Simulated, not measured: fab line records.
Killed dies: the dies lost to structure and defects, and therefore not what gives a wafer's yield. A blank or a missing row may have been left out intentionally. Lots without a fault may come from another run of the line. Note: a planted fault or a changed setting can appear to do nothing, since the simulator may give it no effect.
The tool behind it: which one? :: flow sky130 :: route of 708 steps, sampled at 1 step: 11 lots, 33 wafers

## WHAT THE GAUGES READ, wafer by wafer
SKY_LI_CONTACT_THK_MEAS_01.
lot: L132
measured: day 28 14:56
on: film-metro-04
LI_CONTACT_HDPCVD_THK (nm): 934 929 931

lot: L135
measured: day 29 12:07
on: film-metro-03
LI_CONTACT_HDPCVD_THK (nm): 926 938 922

lot: L134
measured: day 29 13:17
on: film-metro-03
LI_CONTACT_HDPCVD_THK (nm): 932 926 931

lot: L136
measured: day 29 21:29
on: film-metro-01
LI_CONTACT_HDPCVD_THK (nm): 919 922 923

lot: L138
measured: day 30 12:14
on: film-metro-03
LI_CONTACT_HDPCVD_THK (nm): 941 925 922

lot: L139
measured: day 30 15:38
on: film-metro-03
LI_CONTACT_HDPCVD_THK (nm): 929 924 929

lot: L141
measured: day 31 18:52
on: film-metro-03
LI_CONTACT_HDPCVD_THK (nm): 914 908 905

lot: L145
measured: day 32 21:58
on: film-metro-03
LI_CONTACT_HDPCVD_THK (nm): 922 923 927

lot: L146
measured: day 33 00:05
on: film-metro-01
LI_CONTACT_HDPCVD_THK (nm): 955 949 947

lot: L147
measured: day 33 14:41
on: film-metro-04
LI_CONTACT_HDPCVD_THK (nm): 933 933 938

lot: L151
measured: day 34 12:14
on: film-metro-03
LI_CONTACT_HDPCVD_THK (nm): 947 937 933

## WHICH TOOL RAN EACH LOT (tool, then ch and the chambers of the sampled wafers, then the start)
There is no process step in the record ahead of these readings.

## THE ANSWER, worked out from the rows above alone
Rule: what is usual is taken from the lots themselves. The widest of any qualifying gaps counts: lots, ordered by their means at a reading, are off when they make up no more than a third of the lots, leave a main group of 4 or more, and stand apart from it by 3 or more times the standard deviation of that group's means. The tables above print the reading to a certain number of digits; a main group whose means all agree to those digits is not used. Also off: a lot with no number at a reading for which 4 or more lots have one. Any other lot the step has rows for is counted as sound.
Nothing can be told from this: no lot is off at any reading shown.

## WHAT THE SIMULATOR HAD PUT IN
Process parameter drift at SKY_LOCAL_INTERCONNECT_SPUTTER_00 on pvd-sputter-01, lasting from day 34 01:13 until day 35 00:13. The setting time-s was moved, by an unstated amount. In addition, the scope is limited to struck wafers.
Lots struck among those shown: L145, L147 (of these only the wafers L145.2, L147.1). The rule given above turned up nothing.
